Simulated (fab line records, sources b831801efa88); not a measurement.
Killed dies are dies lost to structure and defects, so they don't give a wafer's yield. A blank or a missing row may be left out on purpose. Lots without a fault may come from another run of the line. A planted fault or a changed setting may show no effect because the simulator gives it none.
One fault seen from 2 desks | flow sky130 | each desk has only its own numbers; what lay behind them comes last

THE METROLOGY DESK
What the gauges read, lot by lot, whatever tool the lot ran on: means of the sampled wafers that have a number. A lot is out of limits, marked OUT, if its mean lies more than 4 standard deviations from the usual mean; the brackets give that distance.
Columns: A = VIA1_W_RS at SKY_VIA1_RS_MEAS_22, usual 0.428 ohm/sq; B = VIA1_W_THK at SKY_VIA1_THK_MEAS_23, usual 265 nm
lot  | first seen here | A     | B
L705 | day 36 12:52    | 0.420 | 271
L711 | day 38 01:21    | 0.434 | 259
L713 | day 38 05:11    | 0.423 | 269
L714 | day 38 08:43    | 0.438 | 257
L716 | day 39 04:43    | 0.427 | 270
L718 | day 40 07:03    | 0.426 | 267
L720 | day 40 09:53    | 0.426 | 263
This desk's finding: nothing out of limits on any of the 7 lots.

THE TOOL OWNER'S DESK: pvd_sputter-02
The tool's own readings at SKY_METAL2_SPUTTER_03 (material Ti, target thk 5 nm, time 3.3 s): means of the sampled wafers that have a number, for each lot that ran on this tool. A lot is out of limits, marked OUT, if its mean lies more than 4 standard deviations from the usual mean; the brackets give that distance.
Columns: A = throttle_valve_pct at SKY_METAL2_SPUTTER_03, usual 29.9 %
lot  | first seen here | A
L705 | day 36 13:25    | 28.9
L711 | day 38 01:54    | 28.8
L713 | day 38 05:54    | 30.9
L714 | day 38 09:16    | 30.7
This desk's finding: nothing out of limits on any of the 4 lots.

PUT TOGETHER
The metrology desk saw nothing out of limits.
The tool owner's desk saw nothing out of limits.

WHAT THE SIMULATOR HAD PUT IN
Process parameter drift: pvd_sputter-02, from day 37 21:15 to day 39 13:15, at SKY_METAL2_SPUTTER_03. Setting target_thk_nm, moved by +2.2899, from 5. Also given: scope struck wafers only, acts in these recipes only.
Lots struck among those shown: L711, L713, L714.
